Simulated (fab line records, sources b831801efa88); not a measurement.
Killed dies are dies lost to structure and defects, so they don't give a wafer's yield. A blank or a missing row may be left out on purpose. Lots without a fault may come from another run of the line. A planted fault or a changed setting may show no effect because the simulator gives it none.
fab line records | flow sky130
record lots=14 wafers=42 last_day=50
route steps=708 shown DNWELL@44 GATE_OXIDE@187 LI_CONTACT@381
lots that met no fault: from a run of the same line without faults
start_h: hours from the record's first day to the start of the lot's first wafer shown | wait_h: hours since the lot's step before | " the same as in the row above | L1.1+2: a row that stands for several wafers | - no value, or no start given | * or withheld: withheld | < > ~ a bound
route shown NAME@n: a module of which the file shows steps, and the number in the route of the first | usual: mean/standard deviation of fault-free wafers | same: alike in all rows | chamber/n: place in a boat | sites: the reading at each site | _std_site: their standard deviation | _edge_site: outer sites' mean less inner sites' | radius_mm: how far each site lies from the wafer's centre | mask NAME#n: copy n | behind: the tool/chamber that last shaped the wafer | hold: why the lot was held/for how many hours/how that ended | device: the transistor (n, p or np) that didn't switch | end of line: the same wafers' tests at the end of the route | a step without rows: its recipe alone | killed: dies lost to structure and defects at the first sort, not the wafer's yield | map: a wafer's dies, x killed, . not, _ none there
set.NAME: the setting as run; set.NAME@STEP: as run at that earlier step | model.NAME: the simulator's own value behind a step, which no gauge read
steps of the route over a sample of lots; a table a step, a row a wafer
services: from which hour (start_h, from the record's first day; less than 0 if before it) a tool's chamber was out of use, for how many hours, and why
## steps
# step SKY_DNWELL_TW_MEAS_09
# usual DNWELL_TW=1117/16
# columns lot.wafer tool chamber start_h wait_h DNWELL_TW
L581.1 film_metro-03 - 55.86 0.1 1149
L581.5 " - " " 1138
L581.6 " - " " 1148
L582.3 film_metro-03 - 60.32 0.1 1138
L582.4 " - " " 1136
L582.5 " - " " 1132
L583.2 film_metro-03 - 64.26 0.1 1133
L583.5 " - " " 1138
L583.6 " - " " 1135
L584.1 film_metro-03 - 71.85 0.1 1130
L584.2 " - " " 1135
L584.4 " - " " 1132
L585.1 film_metro-01 - 76.26 0.1 1099
L585.2 " - " " 1091
L585.4 " - " " 1091
L586.1 film_metro-03 - 80.20 0.1 1134
L586.4 " - " " 1129
L586.5 " - " " 1131
L591.4 film_metro-01 - 106.78 0.1 1102
L591.5 " - " " 1108
L591.6 " - " " 1107
L593.2 film_metro-03 - 116.82 0.1 1134
L593.4 " - " " 1146
L593.5 " - " " 1135
L594.1 film_metro-03 - 120.45 0.1 1133
L594.3 " - " " 1130
L594.4 " - " " 1129
L596.3 film_metro-01 - 139.72 0.1 1112
L596.5 " - " " 1102
L596.6 " - " " 1109
L597.3 film_metro-02 - 140.27 0.1 1107
L597.5 " - " " 1105
L597.6 " - " " 1101
L600.1 film_metro-01 - 155.75 0.1 1111
L600.3 " - " " 1113
L600.4 " - " " 1104
L603.2 film_metro-03 - 171.41 0.1 1132
L603.3 " - " " 1128
L603.6 " - " " 1132
L604.3 film_metro-02 - 175.17 0.1 1109
L604.4 " - " " 1108
L604.6 " - " " 1108
# step SKY_GATE_OXIDE_CLEAN_00
# recipe chemistry=SC1/SC2 mix=1:4:20 temp_c=70 time_s=150 dry=n2_spin
# usual run_length_s=178/3.5
# columns lot.wafer tool chamber start_h wait_h run_length_s
L581.1 wet_bench-04 2 283.40 0.0 175
L581.5 " 2 " " 175
L581.6 " 2 " " 175
L582.3 wet_bench-03 3 287.57 0.0 177
L582.4 " 3 " " 177
L582.5 " 3 " " 177
L583.2 wet_bench-01 2 296.18 0.0 176
L583.5 " 2 " " 176
L583.6 " 2 " " 176
L584.1 wet_bench-04 2 304.14 0.0 174
L584.2 " 2 " " 174
L584.4 " 2 " " 174
L585.1 wet_bench-01 3 311.71 0.0 175
L585.2 " 3 " " 175
L585.4 " 3 " " 175
L586.1 wet_bench-04 3 318.37 0.0 176
L586.4 " 3 " " 176
L586.5 " 3 " " 176
L591.4 wet_bench-03 1 358.97 0.0 182
L591.5 " 1 " " 182
L591.6 " 1 " " 182
L593.2 wet_bench-03 3 376.58 0.0 105
L593.4 " 3 " " 105
L593.5 " 3 " " 105
L594.1 wet_bench-03 1 381.63 0.0 110
L594.3 " 1 " " 110
L594.4 " 1 " " 110
L596.3 wet_bench-04 2 411.93 0.0 176
L596.5 " 2 " " 176
L596.6 " 2 " " 176
L597.3 wet_bench-04 2 412.47 0.0 175
L597.5 " 2 " " 175
L597.6 " 2 " " 175
L600.1 wet_bench-01 3 434.63 0.0 175
L600.3 " 3 " " 175
L600.4 " 3 " " 175
L603.2 wet_bench-01 2 461.82 0.0 176
L603.3 " 2 " " 176
L603.6 " 2 " " 176
L604.3 wet_bench-03 0 465.55 0.0 175
L604.4 " 0 " " 175
L604.6 " 0 " " 175
# step SKY_LI_CONTACT_SPUTTER_19
# recipe material=Ti target_thk_nm=20 chamber_pressure_pa=5 power_w=2500 substrate_temp_c=200 time_s=106.37
# usual throttle_valve_pct=30.5/0.89
# same time_s=106.37
# columns lot.wafer tool chamber start_h wait_h throttle_valve_pct
L581.1 pvd_sputter-04 - 680.41 0.0 31.1
L581.5 " - " " 29.2
L581.6 " - " " 30.7
L582.3 pvd_sputter-02 - 686.10 0.0 32.1
L582.4 " - " " 29.7
L582.5 " - " " 31.5
L583.2 pvd_sputter-04 - 693.92 0.0 30.5
L583.5 " - " " 31.0
L583.6 " - " " 31.0
L584.1 pvd_sputter-01 - 699.86 0.0 30.0
L584.2 " - " " 30.1
L584.4 " - " " 29.4
L585.1 pvd_sputter-04 - 712.83 0.0 29.2
L585.2 " - " " 31.1
L585.4 " - " " 30.5
L586.1 pvd_sputter-02 - 717.43 0.0 29.3
L586.4 " - " " 30.3
L586.5 " - " " 31.6
L591.4 pvd_sputter-02 - 759.36 0.0 30.0
L591.5 " - " " 31.7
L591.6 " - " " 29.5
L593.2 pvd_sputter-01 - 773.58 0.0 29.7
L593.4 " - " " 31.9
L593.5 " - " " 30.0
L594.1 pvd_sputter-01 - 777.52 0.0 30.0
L594.3 " - " " 32.0
L594.4 " - " " 29.5
L596.3 pvd_sputter-04 - 807.09 0.0 31.0
L596.5 " - " " 30.7
L596.6 " - " " 29.2
L597.3 pvd_sputter-01 - 807.70 0.0 29.7
L597.5 " - " " 30.1
L597.6 " - " " 30.1
L600.1 pvd_sputter-04 - 825.76 0.0 30.4
L600.3 " - " " 29.1
L600.4 " - " " 30.7
L603.2 pvd_sputter-01 - 845.14 0.0 29.5
L603.3 " - " " 31.9
L603.6 " - " " 32.1
L604.3 pvd_sputter-01 - 847.49 0.0 30.2
L604.4 " - " " 29.9
L604.6 " - " " 32.0
# step SKY_LI_CONTACT_THK_MEAS_23
# recipe thk_meas_gauge=xrf reads=W_of_LI_CONTACT_CVD_21
# usual LI_CONTACT_W_THK=412/6.3
# columns lot.wafer tool chamber start_h wait_h LI_CONTACT_W_THK[nm]
L581.1 film_metro-04 - 680.79 0.1 408
L581.5 " - " " 419
L581.6 " - " " 416
L582.3 film_metro-02 - 686.51 0.1 419
L582.4 " - " " 417
L582.5 " - " " 416
L583.2 film_metro-04 - 694.32 0.1 410
L583.5 " - " " 407
L583.6 " - " " 409
L584.1 film_metro-01 - 700.24 0.1 415
L584.2 " - " " 420
L584.4 " - " " 419
L585.1 film_metro-02 - 713.22 0.1 411
L585.2 " - " " 416
L585.4 " - " " 410
L586.1 film_metro-04 - 717.81 0.1 421
L586.4 " - " " 420
L586.5 " - " " 421
L591.4 film_metro-04 - 759.77 0.1 415
L591.5 " - " " 421
L591.6 " - " " 413
L593.2 film_metro-02 - 773.97 0.1 410
L593.4 " - " " 414
L593.5 " - " " 404
L594.1 film_metro-04 - 777.91 0.1 418
L594.3 " - " " 417
L594.4 " - " " 423
L596.3 film_metro-01 - 807.49 0.1 400
L596.5 " - " " 396
L596.6 " - " " 400
L597.3 film_metro-01 - 808.10 0.1 411
L597.5 " - " " 416
L597.6 " - " " 413
L600.1 film_metro-01 - 826.14 0.1 419
L600.3 " - " " 410
L600.4 " - " " 415
L603.2 film_metro-04 - 845.53 0.1 415
L603.3 " - " " 418
L603.6 " - " " 424
L604.3 film_metro-02 - 847.89 0.1 407
L604.4 " - " " 407
L604.6 " - " " 420
## services
# columns tool chamber start_h hours kind
pvd_sputter-04 - 295.80 4.4 repair
wet_bench-03 - 371.67 0.9 repair
pvd_sputter-01 - 418.80 8.3 repair
pvd_sputter-01 - 427.01 0.8 repair
pvd_sputter-01 - 481.55 1.3 repair
pvd_sputter-04 - 492.99 0.8 repair
wet_bench-01 - 513.05 2.9 repair
pvd_sputter-02 - 643.95 6.1 repair
pvd_sputter-01 - 666.98 31.8 repair
wet_bench-04 - 688.89 53.3 pm
pvd_sputter-02 - 727.67 3.9 repair
pvd_sputter-02 - 761.01 1.1 repair
wet_bench-03 - 774.28 9.1 repair
## key
first_sign step=SKY_GATE_OXIDE_CLEAN_00 reading=run_length_s direction=down sigmas=20 usual=* struck=*
effect none on later readings
met_at SKY_GATE_OXIDE_CLEAN_00
struck_lots L593,L594
tester_left_out L593,L594
not_acting_at SKY_DNWELL_TW_MEAS_09,SKY_LI_CONTACT_SPUTTER_19,SKY_LI_CONTACT_THK_MEAS_23
onset_between 358.97 376.58
fault kind=process_parameter_drift tool=wet_bench-03 chamber=- onset_h=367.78 steps=SKY_GATE_OXIDE_CLEAN_00 channel=time_s offset=* shape=step end_h=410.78 acts_in=* stated=*
# tester_left_out: of these lots the tester's yield and bins aren't shown, on N5 and GAA mostly nor the transistor test; their killed dies are dies lost to structure and defects alone, not to doping, threshold or leakage, so they don't give the yield
